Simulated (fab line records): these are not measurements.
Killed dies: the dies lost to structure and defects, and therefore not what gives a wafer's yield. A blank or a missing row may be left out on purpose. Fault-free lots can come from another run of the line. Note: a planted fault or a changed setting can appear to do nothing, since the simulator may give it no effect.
Which tool is to blame? + flow gf180mcu + 11 lots with 33 wafers sampled at 5 steps, on a route of 602 steps

WHAT THE GAUGES READ, wafer by wafer
GF_LVPWELL_TW_MEAS_11.
| lot  | measured    | on            | LVPWELL_TW        |
|------|-------------|---------------|-------------------|
| L649 | day 4 13:16 | film-metro-03 | 554.1 556.7 559.0 |
| L650 | day 4 17:19 | film-metro-03 | 554.4 559.5 555.5 |
| L653 | day 5 11:49 | film-metro-01 | 564.3 561.8 563.1 |
| L654 | day 5 21:13 | film-metro-03 | 559.4 559.6 561.5 |
| L657 | day 6 20:59 | film-metro-03 | 540.1 538.3 536.8 |
| L663 | day 8 10:40 | film-metro-04 | 563.8 563.5 562.9 |
| L664 | day 8 11:01 | film-metro-01 | 561.0 557.2 554.8 |
| L666 | day 8 18:04 | film-metro-04 | 564.0 562.5 558.5 |
| L668 | day 9 01:49 | film-metro-01 | 563.1 563.4 561.7 |
| L667 | day 9 02:11 | film-metro-04 | 562.5 560.9 560.2 |
| L669 | day 9 14:42 | film-metro-01 | 560.7 564.8 563.0 |

GF_VT_IMPLANT_RS_MEAS_48: uses a four-point probe to measure.
| lot  | measured     | on            | LVPWELL_RS (ohm/sq)  |
|------|--------------|---------------|----------------------|
| L649 | day 8 03:29  | film-metro-03 | 1194.7 1193.3 1192.0 |
| L650 | day 8 08:20  | film-metro-04 | 1195.1 1198.4 1194.9 |
| L653 | day 9 07:49  | film-metro-04 | 1200.0 1199.7 1196.9 |
| L654 | day 9 18:30  | film-metro-04 | 1193.1 1191.1 1190.7 |
| L657 | day 11 02:52 | film-metro-03 | 1198.6 1198.6 1199.4 |
| L663 | day 12 23:56 | film-metro-01 | 1194.2 1193.6 1193.4 |
| L664 | day 13 01:00 | film-metro-01 | 1193.8 1195.6 1196.3 |
| L666 | day 13 08:19 | film-metro-03 | 1196.3 1199.4 1200.6 |
| L668 | day 13 16:07 | film-metro-04 | 1193.5 1194.0 1196.1 |
| L667 | day 13 17:25 | film-metro-01 | 1193.3 1194.8 1192.1 |
| L669 | day 14 09:12 | film-metro-01 | 1198.2 1200.5 1193.6 |

GF_CONTACT_THK_MEAS_26: measures by xrf.
| lot  | measured     | on            | CONTACT_W_THK (nm) |
|------|--------------|---------------|--------------------|
| L649 | day 16 23:47 | film-metro-01 | 309 305 308        |
| L650 | day 17 01:58 | film-metro-01 | 309 307 309        |
| L653 | day 18 08:58 | film-metro-01 | 304 306 307        |
| L654 | day 19 02:21 | film-metro-01 | 309 308 306        |
| L657 | day 20 19:20 | film-metro-04 | 309 308 312        |
| L663 | day 23 03:49 | film-metro-04 | 301 299 297        |
| L664 | day 23 01:01 | film-metro-01 | 307 306 307        |
| L666 | day 23 15:55 | film-metro-04 | 299 301 300        |
| L668 | day 23 22:07 | film-metro-01 | 309 308 312        |
| L667 | day 24 02:20 | film-metro-01 | 312 308 307        |
| L669 | day 24 14:15 | film-metro-01 | 307 309 309        |

WHICH TOOL RAN EACH LOT (tool, then ch and the chambers of the sampled wafers, then the start)
| lot  | GF_NWELL_STRIP_10                   | GF_LVPWELL_STRIP_10                 |
|------|-------------------------------------|-------------------------------------|
| L649 | plasma-asher-03 ch 0,1, day 3 23:49 | plasma-asher-01 ch 0,1, day 4 13:10 |
| L650 | plasma-asher-02 ch 0,1, day 4 04:08 | plasma-asher-03 ch 0,1, day 4 17:14 |
| L653 | plasma-asher-04 ch 0,1, day 4 21:54 | plasma-asher-02 ch 0,1, day 5 11:43 |
| L654 | plasma-asher-02 ch 0, day 5 07:34   | plasma-asher-01 ch 0, day 5 21:07   |
| L657 | plasma-asher-02 ch 0,1, day 6 06:08 | plasma-asher-01 ch 0,1, day 6 20:53 |
| L663 | plasma-asher-04 ch 0,1, day 7 17:48 | plasma-asher-03 ch 0,1, day 8 10:33 |
| L664 | plasma-asher-03 ch 0,1, day 7 17:51 | plasma-asher-02 ch 0,1, day 8 10:54 |
| L666 | plasma-asher-03 ch 0,1, day 8 01:24 | plasma-asher-03 ch 0,1, day 8 17:57 |
| L668 | plasma-asher-02 ch 0,1, day 8 08:33 | plasma-asher-03 ch 0, day 9 01:42   |
| L667 | plasma-asher-03 ch 0,1, day 8 09:02 | plasma-asher-01 ch 0,1, day 9 02:05 |
| L669 | plasma-asher-02 ch 0,1, day 8 20:52 | plasma-asher-01 ch 0,1, day 9 14:36 |
- GF_NWELL_STRIP_10: strips in O2/N2.
- GF_LVPWELL_STRIP_10: strips in O2/N2.

AS READ BY THE TOOLS THEMSELVES (means over the sampled wafers that have a number; for cases with no such wafer, the mark the record gives instead)
GF_NWELL_STRIP_10.
| lot  | tool            | chamber-pressure-mTorr (mTorr) | drypump-motor-current-A (A) | heater-power-w (W) | oes-product-au (a.u.) | strip-time-to-endpoint-s (s) |
|------|-----------------|--------------------------------|-----------------------------|--------------------|-----------------------|------------------------------|
| L649 | plasma-asher-03 | 1499.2                         | 5.9                         | 326                | 0.720                 | 37.02                        |
| L650 | plasma-asher-02 | 1500.6                         | 5.3                         | 336                | 0.728                 | 37.12                        |
| L653 | plasma-asher-04 | 1500.5                         | 5.6                         | 327                | 0.720                 | 37.02                        |
| L654 | plasma-asher-02 | 1499.9                         | 4.8                         | 313                | 0.720                 | 36.90                        |
| L657 | plasma-asher-02 | 1500.0                         | 5.4                         | 338                | 0.965                 | -                            |
| L663 | plasma-asher-04 | 1499.1                         | 5.5                         | 331                | 0.722                 | 37.01                        |
| L664 | plasma-asher-03 | 1499.2                         | 6.0                         | 344                | 0.722                 | 36.87                        |
| L666 | plasma-asher-03 | 1500.5                         | 5.9                         | 324                | 0.723                 | 37.15                        |
| L668 | plasma-asher-02 | 1500.4                         | 5.1                         | 328                | 0.725                 | 37.05                        |
| L667 | plasma-asher-03 | 1499.6                         | 6.0                         | 337                | 0.724                 | 36.97                        |
| L669 | plasma-asher-02 | 1500.3                         | 5.3                         | 334                | 0.721                 | 36.92                        |

GF_LVPWELL_STRIP_10.
| lot  | tool            | chamber-pressure-mTorr (mTorr) | drypump-motor-current-A (A) | heater-power-w (W) | oes-product-au (a.u.) | strip-time-to-endpoint-s (s) |
|------|-----------------|--------------------------------|-----------------------------|--------------------|-----------------------|------------------------------|
| L649 | plasma-asher-01 | 1500.8                         | 5.4                         | 345                | 0.723                 | 36.90                        |
| L650 | plasma-asher-03 | 1500.6                         | 5.9                         | 325                | 0.722                 | 37.01                        |
| L653 | plasma-asher-02 | 1499.4                         | 5.3                         | 336                | 0.716                 | 37.10                        |
| L654 | plasma-asher-01 | 1500.6                         | 5.7                         | 379                | 0.724                 | 36.93                        |
| L657 | plasma-asher-01 | 1500.1                         | 5.6                         | 360                | 0.723                 | 41.44                        |
| L663 | plasma-asher-03 | 1499.1                         | 6.0                         | 343                | 0.725                 | 36.83                        |
| L664 | plasma-asher-02 | 1499.4                         | 5.3                         | 335                | 0.721                 | 36.86                        |
| L666 | plasma-asher-03 | 1499.3                         | 6.0                         | 347                | 0.725                 | 37.01                        |
| L668 | plasma-asher-03 | 1500.2                         | 5.9                         | 310                | 0.725                 | 37.01                        |
| L667 | plasma-asher-01 | 1500.7                         | 5.6                         | 364                | 0.722                 | 37.02                        |
| L669 | plasma-asher-01 | 1499.4                         | 5.6                         | 364                | 0.717                 | 37.02                        |

THE ANSWER, worked out from the rows above alone
Rule: the lots themselves supply what counts as usual. The widest of any qualifying gaps counts: lots, ordered by their means at a reading, are off when they make up no more than a third of the lots, leave a main group of 4 or more, and stand apart from it by 3 or more times the standard deviation of that group's means. Not used: any main group whose means are identical at the precision the tables above print for the reading. A lot without any number at a reading at which 4 lots or more have one is off too. Any other lot the step has rows for is counted as sound. First the gauges in route order, then the tools' own readings, where a lot's mean is used as printed above. At the first step where some lot is off, the reading lying furthest off is the one used; lots without a number count as furthest.
Off: L657, seen at GF_LVPWELL_TW_MEAS_11 (LVPWELL_TW). The main group has a mean of 560.6 with a standard deviation of 2.6.
If a tool, at a process step before that reading, ran all the lots that are off and no sound lot after the first of them, it fits. Not tried: the gauges at GF_LVPWELL_TW_MEAS_11; whatever is off there is also off at GF_NWELL_STRIP_10, on other tools, and gauge error can't account for it. Not one of the candidates tried fits.

WHAT WAS PUT IN BY THE SIMULATOR
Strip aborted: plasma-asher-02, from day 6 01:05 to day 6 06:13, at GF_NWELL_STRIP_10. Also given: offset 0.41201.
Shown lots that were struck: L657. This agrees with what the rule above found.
